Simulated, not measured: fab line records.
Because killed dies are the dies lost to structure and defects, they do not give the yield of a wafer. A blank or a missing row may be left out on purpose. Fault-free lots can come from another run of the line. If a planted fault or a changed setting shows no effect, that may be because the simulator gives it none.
Problem report, 8D (eight disciplines) form, completed by code + flow sky130 + the parts of the form that need people (team, actions taken, sign-off) are left out

1. PROBLEM STATEMENT
At SKY_PAD_OPEN_PROBE_99, killed_at_M0_to_M3 averages 83 over 2 wafers from 2 lots, while fault-free wafers read 43, standard deviation 6.8. Measured from the usual mean, that is +5.9 standard deviations.
First observed at day 50 17:11: wafer L994.6, on prober-01. Wafers with a number at this step in the record: 36, from 12 lots. The rule behind "out" and "out of limits": a value lying over 4 standard deviations away from the usual mean. All remaining wafers that have a number are taken as sound.

2. WHAT IT IS, AND WHAT IT ISN'T
| question                    | is                                      | is not                                                                                                 |
|-----------------------------|-----------------------------------------|--------------------------------------------------------------------------------------------------------|
| which readings at this step | killed_at_M0_to_M3, sort_bin_5_function | killed_at_M4_up, killed_at_contacts, killed_at_front_end, killed_open, killed_short, sort_bin_6_memory |
| which lots                  | L994, L996                              | L101, L978, L979, L980, L982, L983, L986, L987, L998, L999                                             |
| which wafers of those lots  | L994.6, L996.6                          | L994.4, L994.5, L996.4, L996.5                                                                         |
| read on which tools         | prober-01                               | prober-02                                                                                              |
| when                        | from day 50 17:11                       | up to then (23 sound wafers); but 11 sound wafers of L101, L996, L998, L999 came after                 |

3. THE SUSPECTS, EACH WITH WHAT RULES IT OUT
Counting: any tool at a process step up to the reading remains a suspect provided it ran every lot that is out. Sound lots after the first of them don't rule it out here, since some wafers of a struck lot are sound.
- cvd_w-01 at SKY_VIA3_CVD_21 (deposits W, target thk 390 nm, time 117.31 s): kept. Every lot that is out went through it, the first being L994 (day 45 08:08); the last sound lot it ran before that was L986 (day 43 10:33).
- prober-01 at SKY_PAD_OPEN_PROBE_99: kept. Every lot that is out went through it, the first being L994 (day 50 17:05); the last sound lot it ran before that was L986 (day 49 03:59). Its own killed_at_M0_to_M3, sort_bin_5_function readings are out on those wafers.
- Within cvd_w-01 at SKY_VIA3_CVD_21: the wafers that are out ran in chamber 1; their sound lot-mates ran in chamber 0.
Left after counting: cvd_w-01 at SKY_VIA3_CVD_21, prober-01 at SKY_PAD_OPEN_PROBE_99.

4. THE CAUSE (what the simulator had put in)
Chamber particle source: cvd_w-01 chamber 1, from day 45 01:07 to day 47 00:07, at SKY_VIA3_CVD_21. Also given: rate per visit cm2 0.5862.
2 suspects survive the count, and this tool is in that group.

5. THE CHAIN OF EFFECTS, in route order
Rows list readings where the struck wafers' mean (over those with a number) sits beyond 3 standard deviations from the usual. Only readings whose record carries a usual standard deviation are examined. hours: median over the lots of the time between each lot's start at the first step of this table that gives one and its start at this step. sigmas: the change, counted in usual standard deviations.
| hours | step                  | reading              | usual  | on struck wafers | change | sigmas |
|-------|-----------------------|----------------------|--------|------------------|--------|--------|
| 0     | SKY_PAD_OPEN_PROBE_99 | defect_limited_yield | 82.8 % | 73.6             | -9.2   | -4.6   |
| 0     | SKY_PAD_OPEN_PROBE_99 | killed_at_M0_to_M3   | 43     | 83               | +40    | +5.9   |
| 0     | SKY_PAD_OPEN_PROBE_99 | killed_dies          | 85     | 130              | +45    | +4.6   |
| 0     | SKY_PAD_OPEN_PROBE_99 | sort_bin_5_function  | 10.2 % | 17.0             | +6.8   | +4.5   |
| 0     | SKY_PAD_OPEN_PROBE_99 | sort_n_pass          | 407    | 362              | -45    | -4.6   |
| 0     | SKY_PAD_OPEN_PROBE_99 | sort_yield_pct       | 82.8 % | 73.6             | -9.2   | -4.6   |
It contains these process steps:
- SKY_PAD_OPEN_PROBE_99

6. HOW IT WOULD HAVE BEEN CAUGHT EARLIER
In this record no reading fell out of limits until day 50 17:11, 136 hours after the fault had begun at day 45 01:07.
No tool reading at SKY_VIA3_CVD_21 that has a usual standard deviation in the record was out on any struck wafer, so an alarm limit of 4 standard deviations on those readings would not have fired.
The start of SKY_VIA3_CVD_21 on cvd_w-01 came by day 50 17:11 for every one of the lots that are out (2). None of them would have been spared by holding the tool at that moment.
